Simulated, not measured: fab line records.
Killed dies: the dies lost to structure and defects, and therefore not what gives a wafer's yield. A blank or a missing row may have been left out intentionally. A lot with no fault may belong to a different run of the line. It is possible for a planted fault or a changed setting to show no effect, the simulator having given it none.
Split-lot trial || flow sky130 || 23 wafers read across 5 lots, on a route 708 steps long

## SPLIT DETAILS
At SKY_SONOS_TUNNEL_IMPLANT_09, the setting energyKev was moved away from the recipe's 20 on 10 of the 23 wafers read, by -5.3% to -3.8%. All remaining wafers had this setting at the recipe value.

The reading comes from the split's own step.

## THE READING
implant.drpNm (the simulator's own value, which no gauge read), in nm, at SKY_SONOS_TUNNEL_IMPLANT_09. There is no usual value for it anywhere in the file.

{"wafer": "L074.1", "tool, chamber at the split": "implanter-02, 0", "energyKev as run": 20, "against the recipe": "recipe", "implant.drpNm, nm": 28.34, "against lot-mates on the recipe": "-"}
{"wafer": "L074.4", "tool, chamber at the split": "implanter-02, 0", "energyKev as run": 20, "against the recipe": "recipe", "implant.drpNm, nm": 28.34, "against lot-mates on the recipe": "-"}
{"wafer": "L074.5", "tool, chamber at the split": "implanter-02, 0", "energyKev as run": 20, "against the recipe": "recipe", "implant.drpNm, nm": 28.34, "against lot-mates on the recipe": "-"}
{"wafer": "L075.1", "tool, chamber at the split": "implanter-02, 0", "energyKev as run": 19.14, "against the recipe": "-4.3%", "implant.drpNm, nm": 27.48, "against lot-mates on the recipe": -0.86}
{"wafer": "L075.2", "tool, chamber at the split": "implanter-02, 0", "energyKev as run": 19.14, "against the recipe": "-4.3%", "implant.drpNm, nm": 27.48, "against lot-mates on the recipe": -0.86}
{"wafer": "L075.3", "tool, chamber at the split": "implanter-02, 0", "energyKev as run": 19.14, "against the recipe": "-4.3%", "implant.drpNm, nm": 27.48, "against lot-mates on the recipe": -0.86}
{"wafer": "L075.4", "tool, chamber at the split": "implanter-02, 0", "energyKev as run": 20, "against the recipe": "recipe", "implant.drpNm, nm": 28.34, "against lot-mates on the recipe": "-"}
{"wafer": "L075.5", "tool, chamber at the split": "implanter-02, 0", "energyKev as run": 20, "against the recipe": "recipe", "implant.drpNm, nm": 28.34, "against lot-mates on the recipe": "-"}
{"wafer": "L078.1", "tool, chamber at the split": "implanter-04, 0", "energyKev as run": 20, "against the recipe": "recipe", "implant.drpNm, nm": 28.34, "against lot-mates on the recipe": "-"}
{"wafer": "L078.4", "tool, chamber at the split": "implanter-04, 0", "energyKev as run": 20, "against the recipe": "recipe", "implant.drpNm, nm": 28.34, "against lot-mates on the recipe": "-"}
{"wafer": "L078.5", "tool, chamber at the split": "implanter-04, 0", "energyKev as run": 20, "against the recipe": "recipe", "implant.drpNm, nm": 28.34, "against lot-mates on the recipe": "-"}
{"wafer": "L078.2", "tool, chamber at the split": "implanter-04, 0", "energyKev as run": 18.94, "against the recipe": "-5.3%", "implant.drpNm, nm": 27.27, "against lot-mates on the recipe": -1.07}
{"wafer": "L078.3", "tool, chamber at the split": "implanter-04, 0", "energyKev as run": 18.94, "against the recipe": "-5.3%", "implant.drpNm, nm": 27.27, "against lot-mates on the recipe": -1.07}
{"wafer": "L080.1", "tool, chamber at the split": "implanter-04, 0", "energyKev as run": 19.23, "against the recipe": "-3.8%", "implant.drpNm, nm": 27.57, "against lot-mates on the recipe": -0.77}
{"wafer": "L080.3", "tool, chamber at the split": "implanter-04, 0", "energyKev as run": 19.23, "against the recipe": "-3.8%", "implant.drpNm, nm": 27.57, "against lot-mates on the recipe": -0.77}
{"wafer": "L080.5", "tool, chamber at the split": "implanter-04, 0", "energyKev as run": 19.23, "against the recipe": "-3.8%", "implant.drpNm, nm": 27.57, "against lot-mates on the recipe": -0.77}
{"wafer": "L080.2", "tool, chamber at the split": "implanter-04, 0", "energyKev as run": 20, "against the recipe": "recipe", "implant.drpNm, nm": 28.34, "against lot-mates on the recipe": "-"}
{"wafer": "L080.6", "tool, chamber at the split": "implanter-04, 0", "energyKev as run": 20, "against the recipe": "recipe", "implant.drpNm, nm": 28.34, "against lot-mates on the recipe": "-"}
{"wafer": "L084.1", "tool, chamber at the split": "implanter-04, 0", "energyKev as run": 18.99, "against the recipe": "-5.1%", "implant.drpNm, nm": 27.32, "against lot-mates on the recipe": -1.02}
{"wafer": "L084.3", "tool, chamber at the split": "implanter-04, 0", "energyKev as run": 18.99, "against the recipe": "-5.1%", "implant.drpNm, nm": 27.32, "against lot-mates on the recipe": -1.02}
{"wafer": "L084.4", "tool, chamber at the split": "implanter-04, 0", "energyKev as run": 20, "against the recipe": "recipe", "implant.drpNm, nm": 28.34, "against lot-mates on the recipe": "-"}
{"wafer": "L084.5", "tool, chamber at the split": "implanter-04, 0", "energyKev as run": 20, "against the recipe": "recipe", "implant.drpNm, nm": 28.34, "against lot-mates on the recipe": "-"}
{"wafer": "L084.6", "tool, chamber at the split": "implanter-04, 0", "energyKev as run": 20, "against the recipe": "recipe", "implant.drpNm, nm": 28.34, "against lot-mates on the recipe": "-"}

FIT RESULTS
A straight line over all 23 wafers: implant.drpNm changes by +0.201 nm for each +1% of energyKev; r = +1.00; the points scatter about the line by 0.003 nm.
The same after taking each lot's own level away (the mean of its wafers on the recipe; 23 wafers): +0.201 nm for each +1%; r = +1.00; scatter 0.003 nm.
The reading moves by 1.1 nm for the largest change in energyKev, on that fit.
The lots' own levels span 28.340 to 28.340 nm.
So the lot-to-lot level changes the slope little: the two slopes agree.
Check: for one of the wafers moved furthest among these (-5.3%), held out of the fit, the line's prediction against its lot-mates is -1.06 nm. It came out at -1.07 nm against them.

## THE WHOLE CHAIN: every reading that the file lists as answering this split, in the file's order
{"step": "SKY_SONOS_TUNNEL_IMPLANT_09", "what it does": "", "reading": "implant.rpNm (the simulator's own value, which no gauge read)", "change (the file's fit)": "+0.657 nm for each +1% of the setting", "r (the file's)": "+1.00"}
{"step": "SKY_SONOS_TUNNEL_IMPLANT_09", "what it does": "", "reading": "implant.drpNm (the simulator's own value, which no gauge read)", "change (the file's fit)": "+0.2 nm for each +1% of the setting", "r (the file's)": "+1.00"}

## FILE'S OWN FIT
implant.drpNm changes by +0.2 nm for each +1% of energyKev, r = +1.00.
